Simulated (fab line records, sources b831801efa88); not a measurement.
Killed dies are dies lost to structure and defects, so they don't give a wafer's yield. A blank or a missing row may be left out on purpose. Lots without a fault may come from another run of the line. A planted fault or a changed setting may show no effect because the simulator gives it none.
Which tool did it? | flow gf180mcu | 6 lots, 18 wafers sampled, at 3 steps of a route of 602

WHAT THE GAUGES READ, wafer by wafer
GF_M4_RS_MEAS_05: measures by four-point-probe.
lot  | measured     | on            | M4_ALCU_RS (ohm/sq)
L981 | day 23 20:36 | film_metro-01 | 0.0687 0.0683 0.0684
L983 | day 24 08:35 | film_metro-01 | 0.0697 0.0688 0.0684
L987 | day 25 21:16 | film_metro-02 | 0.0696 0.0681 0.0702
L992 | day 27 09:03 | film_metro-01 | 0.0694 0.0688 0.0679
L996 | day 28 20:49 | film_metro-01 | 0.0692 0.0696 0.0704
L998 | day 29 05:22 | film_metro-04 | 0.0683 0.0683 0.0684

WHICH TOOL RAN EACH LOT (tool, then ch and the chambers of the sampled wafers, then the start)
lot  | GF_M4_SPUTTER_02             | GF_M4_SPUTTER_03
L981 | pvd_sputter-02, day 23 20:29 | pvd_sputter-02, day 23 20:31
L983 | pvd_sputter-03, day 24 08:29 | pvd_sputter-03, day 24 08:31
L987 | pvd_sputter-03, day 25 21:10 | pvd_sputter-03, day 25 21:12
L992 | pvd_sputter-03, day 27 08:58 | pvd_sputter-03, day 27 08:59
L996 | pvd_sputter-02, day 28 20:42 | pvd_sputter-02, day 28 20:44
L998 | pvd_sputter-02, day 29 05:14 | pvd_sputter-02, day 29 05:16
- GF_M4_SPUTTER_02: material AlCu, target thk 450 nm, time 23.9 s.
- GF_M4_SPUTTER_03: material Ti, target thk 10 nm, time 6.7 s.

THE ANSWER, worked out from the rows above alone
Rule: what is usual is taken from the lots themselves. Put in order of their means at a reading, lots are off if they are a third of the lots or fewer, leave a main group of 4 or more, and stand apart from it by a gap of 3 or more times the standard deviation of the main group's means; of several such gaps the widest counts. A main group whose means are all the same, to the digits that the tables above print for the reading, isn't used. A lot without any number at a reading at which 4 lots or more have one is off too. The other lots that the step has rows for count as sound.
No lot is off at any reading shown: from this, nothing can be told.

WHAT THE SIMULATOR HAD PUT IN
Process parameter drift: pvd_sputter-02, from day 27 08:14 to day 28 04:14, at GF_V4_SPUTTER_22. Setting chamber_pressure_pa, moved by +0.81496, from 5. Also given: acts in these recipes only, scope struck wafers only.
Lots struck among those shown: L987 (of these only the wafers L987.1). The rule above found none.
